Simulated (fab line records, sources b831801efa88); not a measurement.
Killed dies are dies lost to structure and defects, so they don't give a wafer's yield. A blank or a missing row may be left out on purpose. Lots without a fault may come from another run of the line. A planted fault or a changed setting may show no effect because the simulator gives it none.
Which tool did it? | flow sky130 | 14 lots, 42 wafers sampled, at 3 steps of a route of 708

WHAT THE GAUGES READ, wafer by wafer
SKY_VT_ADJUST_HVTP_TW_MEAS_11.
lot  | measured     | on            | VT_ADJUST_HVTP_TW
L188 | day 5 23:28  | film_metro-01 | 1324 1315 1322
L189 | day 6 02:57  | film_metro-02 | 1382 1370 1379
L190 | day 6 11:54  | film_metro-01 | 1319 1330 1319
L192 | day 6 19:16  | film_metro-04 | 1364 1360 1359
L196 | day 8 03:37  | film_metro-02 | 1362 1358 1359
L197 | day 8 05:58  | film_metro-04 | 1366 1366 1359
L198 | day 8 13:19  | film_metro-02 | 1362 1368 1364
L199 | day 8 19:28  | film_metro-04 | 1367 1365 1367
L200 | day 8 22:19  | film_metro-02 | 1358 1364 1360
L203 | day 9 22:19  | film_metro-01 | 1325 1316 1326
L208 | day 12 12:48 | film_metro-02 | 1352 1349 1353
L211 | day 12 13:05 | film_metro-04 | 1367 1362 1369
L210 | day 12 15:58 | film_metro-01 | 1315 1326 1313
L209 | day 12 16:16 | film_metro-01 | 1322 1323 1322

SKY_VT_ADJUST_LVTN_TW_MEAS_10.
lot  | measured     | on            | VT_ADJUST_LVTN_TW
L188 | day 6 15:12  | film_metro-01 | 236.5 235.3 235.4
L189 | day 6 18:48  | film_metro-03 | 237.4 239.6 240.0
L190 | day 7 06:47  | film_metro-02 | 242.1 242.8 242.2
L192 | day 7 15:43  | film_metro-01 | 235.3 234.6 235.4
L196 | day 9 00:46  | film_metro-03 | 241.2 240.2 240.3
L197 | day 9 02:33  | film_metro-01 | 236.7 237.2 236.3
L198 | day 9 10:48  | film_metro-01 | 236.2 235.6 237.4
L199 | day 9 17:19  | film_metro-03 | 241.4 241.3 240.6
L200 | day 9 19:37  | film_metro-02 | 239.3 240.3 239.6
L203 | day 10 21:04 | film_metro-01 | 235.6 234.1 235.4
L208 | day 13 13:43 | film_metro-03 | 240.9 239.7 239.0
L211 | day 13 14:43 | film_metro-01 | 236.6 236.6 236.4
L210 | day 13 17:52 | film_metro-01 | 237.5 236.0 236.3
L209 | day 13 18:13 | film_metro-02 | 241.0 240.8 242.2

WHICH TOOL RAN EACH LOT (tool, then ch and the chambers of the sampled wafers, then the start)
lot  | SKY_VT_ADJUST_LVTN_STRIP_09
L188 | plasma_asher-04 ch 0,1, day 6 15:06
L189 | plasma_asher-04 ch 0,1, day 6 18:42
L190 | plasma_asher-04 ch 0,1, day 7 06:40
L192 | plasma_asher-01 ch 0,1, day 7 15:37
L196 | plasma_asher-01 ch 0,1, day 9 00:40
L197 | plasma_asher-02 ch 0,1, day 9 02:27
L198 | plasma_asher-04 ch 0,1, day 9 10:42
L199 | plasma_asher-04 ch 0,1, day 9 17:13
L200 | plasma_asher-01 ch 0,1, day 9 19:30
L203 | plasma_asher-01 ch 0,1, day 10 20:58
L208 | plasma_asher-04 ch 0,1, day 13 13:37
L211 | plasma_asher-01 ch 0,1, day 13 14:37
L210 | plasma_asher-04 ch 0,1, day 13 17:46
L209 | plasma_asher-02 ch 0,1, day 13 18:07
- SKY_VT_ADJUST_LVTN_STRIP_09: strips in O2/N2.

WHAT THE TOOLS THEMSELVES READ (means of the sampled wafers that have a number; where no wafer has one, the mark that the record gives instead)
SKY_VT_ADJUST_LVTN_STRIP_09.
lot  | tool            | drypump_motor_current_A (A) | oes_product_au (a.u.) | strip_time_to_endpoint_s (s)
L188 | plasma_asher-04 | 5.9                         | 0.725                 | 37.06
L189 | plasma_asher-04 | 5.9                         | 0.728                 | 36.96
L190 | plasma_asher-04 | 5.9                         | 0.720                 | 37.00
L192 | plasma_asher-01 | 5.3                         | 0.727                 | 37.00
L196 | plasma_asher-01 | 5.3                         | 0.721                 | 37.02
L197 | plasma_asher-02 | 5.9                         | 0.723                 | 37.08
L198 | plasma_asher-04 | 5.9                         | 0.721                 | 36.96
L199 | plasma_asher-04 | 5.9                         | 0.727                 | 37.14
L200 | plasma_asher-01 | 5.3                         | 0.726                 | 37.12
L203 | plasma_asher-01 | 5.5                         | 0.723                 | 37.13
L208 | plasma_asher-04 | 5.8                         | 0.724                 | 36.94
L211 | plasma_asher-01 | 5.3                         | 0.725                 | 36.83
L210 | plasma_asher-04 | 5.9                         | 0.723                 | 37.02
L209 | plasma_asher-02 | 5.9                         | 0.720                 | 36.95

THE ANSWER, worked out from the rows above alone
Rule: what is usual is taken from the lots themselves. Put in order of their means at a reading, lots are off if they are a third of the lots or fewer, leave a main group of 4 or more, and stand apart from it by a gap of 3 or more times the standard deviation of the main group's means; of several such gaps the widest counts. A main group whose means are all the same, to the digits that the tables above print for the reading, isn't used. A lot without any number at a reading at which 4 lots or more have one is off too. The other lots that the step has rows for count as sound. The gauges are gone through in route order, then the tools' own readings, and for those a lot's mean is taken as printed above. The first step at which some lot is off is used, and at that step the reading that is off furthest; a lot without a number counts as furthest.
No lot is off at any reading shown: from this, nothing can be told.

WHAT THE SIMULATOR HAD PUT IN
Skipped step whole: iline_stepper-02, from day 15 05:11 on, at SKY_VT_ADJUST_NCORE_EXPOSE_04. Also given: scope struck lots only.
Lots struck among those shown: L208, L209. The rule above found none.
